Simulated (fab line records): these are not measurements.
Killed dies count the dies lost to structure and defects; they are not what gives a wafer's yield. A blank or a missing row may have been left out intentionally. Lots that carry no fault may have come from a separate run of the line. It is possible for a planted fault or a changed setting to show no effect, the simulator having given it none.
Which tool was responsible? ; flow sky130 ; 33 wafers from 11 lots sampled at 2 of the route's 708 steps

== WHAT EACH GAUGE READ, for each wafer ==
SKY_METAL2_THK_MEAS_06: measures by xrf. Usual: METAL2_ALCU_THK gives 253 nm (standard deviation 3.8).
lot;measured;on;METAL2_ALCU_THK (nm);flag
L578;day 34 12:20;film metro-02;256 256 257;
L580;day 35 07:11;film metro-02;249 247 244;
L579;day 35 12:47;film metro-03;248 252 250;
L581;day 35 19:01;film metro-04;255 252 254;
L585;day 37 03:22;film metro-03;247 244 252;
L586;day 37 11:14;film metro-03;255 255 250;
L588;day 38 06:44;film metro-04;256 257 255;
L591;day 39 04:46;film metro-03;249 248 248;
L597;day 40 12:48;film metro-02;256 252 257;
L598;day 40 18:47;film metro-04;247 247 251;
L599;day 40 23:46;film metro-04;253 250 254;

== EACH LOT AND THE TOOL THAT RAN IT (in order: tool; ch and the chambers of the sampled wafers; start) ==
lot;SKY_METAL2_SPUTTER_03
L578;pvd sputter-01, day 34 12:09
L580;pvd sputter-04, day 35 06:59
L579;pvd sputter-01, day 35 12:34
L581;pvd sputter-01, day 35 18:50
L585;pvd sputter-04, day 37 03:10
L586;pvd sputter-01, day 37 11:02
L588;pvd sputter-02, day 38 06:32
L591;pvd sputter-04, day 39 04:33
L597;pvd sputter-02, day 40 12:37
L598;pvd sputter-04, day 40 18:35
L599;pvd sputter-04, day 40 23:35
- SKY_METAL2_SPUTTER_03: material Ti, target thk 5 nm, time 3.3 s.

== AS READ BY THE TOOLS THEMSELVES (means over the sampled wafers that have a number; for cases with no such wafer, the mark the record gives instead) ==
SKY_METAL2_SPUTTER_03. Usual: 30.0 % for throttle valve pct, sd 0.98.
lot;tool;throttle valve pct (%);flag
L578;pvd sputter-01;29.7;
L580;pvd sputter-04;29.1;
L579;pvd sputter-01;29.6;
L581;pvd sputter-01;29.4;
L585;pvd sputter-04;29.4;
L586;pvd sputter-01;29.6;
L588;pvd sputter-02;30.0;
L591;pvd sputter-04;29.3;
L597;pvd sputter-02;30.6;
L598;pvd sputter-04;29.3;
L599;pvd sputter-04;29.6;

== THE ANSWER, worked out from the rows above alone ==
Rule: a lot is off if the mean of its wafers that have a number lies more than 3 standard deviations from the usual mean. Also off: a lot with no number at a reading for which 4 or more lots have one. Where the step has rows for the other lots, those lots are counted as sound. First the gauges in route order, then the tools' own readings, where a lot's mean is used as printed above. The first step at which some lot is off is used, and at that step the reading that is off furthest; a lot without a number counts as furthest.
Across all readings shown, no lot is off: no conclusion can be drawn from this.

== WHAT WAS PUT IN BY THE SIMULATOR ==
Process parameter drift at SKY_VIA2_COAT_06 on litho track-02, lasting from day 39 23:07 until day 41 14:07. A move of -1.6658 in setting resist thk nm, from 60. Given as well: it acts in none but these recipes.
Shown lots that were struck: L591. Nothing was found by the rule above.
